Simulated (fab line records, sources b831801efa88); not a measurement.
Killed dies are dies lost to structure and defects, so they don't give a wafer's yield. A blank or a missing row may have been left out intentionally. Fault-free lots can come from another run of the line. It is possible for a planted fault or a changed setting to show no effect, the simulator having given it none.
Matching of chambers | flow gf180mcu | 4 sister chambers for GF_V3_CMP_04 on cmp-02
The step polishes SiO2. 8 wafers are shown with their chamber, then 7 later ones without.

## WAFERS PAIRED WITH THEIR CHAMBERS
wafer  | chamber | time to endpoint s (s) | motor current A (A)
L616.1 | 2       | 71                     | 11.0
L616.4 | 3       | 75                     | 11.6
L616.5 | 0       | 81                     | 11.1
L618.1 | 1       | 75                     | 10.9
L618.4 | 3       | 76                     | 12.0
L618.5 | 0       | 81                     | 11.5
L622.3 | 2       | 72                     | 11.2
L622.5 | 1       | 78                     | 11.5

## WAFERS WITH NO CHAMBER GIVEN
wafer  | time to endpoint s (s) | motor current A (A)
L622.6 | 82                     | 11.7
L627.1 | 82                     | 12.2
L627.4 | 89                     | 12.1
L627.6 | 83                     | 12.2
L629.2 | 91                     | 11.2
L629.3 | 86                     | 11.8
L629.4 | 91                     | 12.0

## EACH ONE'S CHAMBER
wafer  | from the rows above | in truth
L622.6 | 0                   | 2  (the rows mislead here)
L627.1 | 0                   | 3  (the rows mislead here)
L627.4 | 0                   | 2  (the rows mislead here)
L627.6 | 0                   | 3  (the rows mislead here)
L629.2 | 0                   | 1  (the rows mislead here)
L629.3 | 0                   | 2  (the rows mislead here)
L629.4 | 0                   | 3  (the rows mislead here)
Correct placement for 0 of the 7. Can't be placed from these rows: 0. 7 placed wrongly.
How it was worked out, from the rows above alone: a wafer's distance from a chamber is the root of the sum, over the readings, of the square of ((its reading less the chamber's mean) divided by the reading's scatter). The wafer belongs to the nearest chamber; if the next one is less than 2 further off, it can't be placed. The mean given for a chamber averages the wafers shown for that chamber. The scatter is the square root of a quotient: the sum, over the shown wafers, of each reading's squared deviation from its chamber's mean, divided by wafers minus chambers.
